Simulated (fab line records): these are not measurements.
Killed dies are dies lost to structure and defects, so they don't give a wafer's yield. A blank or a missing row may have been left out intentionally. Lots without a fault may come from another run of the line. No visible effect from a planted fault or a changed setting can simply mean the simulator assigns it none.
A struck lot beside a sound one ; flow gf180mcu ; 14 out of 602 route steps
Sound: the wafers L280.2, L280.3, L280.5. Struck: wafer L291.2 (L291.1, L291.6, from the same lot, were not struck and are left out); the cause is given at the end.
Each step with rows lists, per side, the tool, then ch with its chambers, then its first start. Under that, the readings that differ: sound wafers ; struck wafers ; difference of the means ; sigmas: that difference in standard deviations of wafers without a fault.
alike: readings whose means differ by less than 2 such deviations, and words and numbers that are the same on both sides. not compared: withheld readings, readings that some wafer has no value for, bounds like >300 that may hide the same value, and numbers for which the record gives no deviation and whose values overlap.
The two part at a step that has a row with sigmas, a row that says differs or no value, or rows on one side only. Non-overlapping numbers with no deviation appear without sigmas and do not part them. A reading missing from all wafers of one side parts the sides only when that side holds two or more wafers.

GF_V1_ETCH_16: etches BARC in N2/H2.
  sound on rie_diel-04 ch 0,1,3, day 18 00:14; struck on rie_diel-04 ch 3, day 22 05:59
  alike: drypump_motor_current_A, oes_product_au, throttle_valve_pct
then, 4 steps without rows for these wafers: GF_V1_ETCH_17 (etches SiO2 in C4F8/O2/Ar, stops on TiN, target depth 630 nm); GF_V1_STRIP_18 (strips in O2/N2); GF_V1_STRIP_19 (strips in post etch residue remover, time 1200 s); GF_V1_CLEAN_20 (cleans in DIW).
GF_V1_SPUTTER_21: material Ti, target thk 15 nm, time 80.02 s.
  sound on pvd_sputter-01, day 18 00:54; struck on pvd_sputter-02, day 22 06:38
  alike: cathode_dc_power_W, throttle_valve_pct
then, 2 steps without rows for these wafers: GF_V1_SPUTTER_22 (material TiN, target thk 10 nm, time 40 s); GF_V1_CVD_23 (deposits W, target thk 350 nm, time 105.05 s).
GF_V1_RS_MEAS_24: uses a four-point probe to measure.
  sound on film_metro-03, day 18 01:08; struck on film_metro-01, day 22 06:51
  alike: V1_W_RS
GF_V1_THK_MEAS_25: measures by xrf.
  sound on film_metro-03, day 18 01:14; struck on film_metro-01, day 22 06:58
  alike: V1_W_THK
GF_V1_CMP_26: polishes, stops on SiO2, t overpolish 15 s, target thk 0 nm.
  sound on cmp-01 ch 0,2,3, day 18 01:20; struck on cmp-02 ch 2, day 22 07:02
  alike: motor_current_A, overpolish_run_s, time_to_endpoint_s
GF_M2_SPUTTER_00: material Ti, target thk 37.5 nm, time 150 s.
  sound on pvd_sputter-03, day 18 01:35; struck on pvd_sputter-03, day 22 07:20
  alike: cathode_dc_power_W, throttle_valve_pct
GF_M2_SPUTTER_01: material TiN, target thk 30 nm, time 25 s.
  sound on pvd_sputter-03, day 18 01:41; struck on pvd_sputter-03, day 22 07:26
reading;sound;struck;difference;sigmas
cathode_dc_power_W (W);6501.2 6498.3 6501.8;7199.0;+698.6;+99 or more
model.TiN_of_M2_SPUTTER_01.thk_nm (nm);30.21 30.11 30.29;33.47;+3.27;
  alike: throttle_valve_pct
GF_M2_SPUTTER_02: material AlCu, target thk 450 nm, time 23.9 s.
  sound on pvd_sputter-03, day 18 01:43; struck on pvd_sputter-03, day 22 07:28
  alike: cathode_dc_power_W, throttle_valve_pct

WHERE THEY PART
Within this record, at GF_M2_SPUTTER_01 only. Later steps at which nothing parts them and some readings are alike: GF_M2_SPUTTER_02.

WHY: what had been put in by the simulator
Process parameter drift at GF_M2_SPUTTER_01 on pvd_sputter-03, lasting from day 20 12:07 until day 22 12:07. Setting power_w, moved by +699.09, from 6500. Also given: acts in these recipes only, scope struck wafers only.
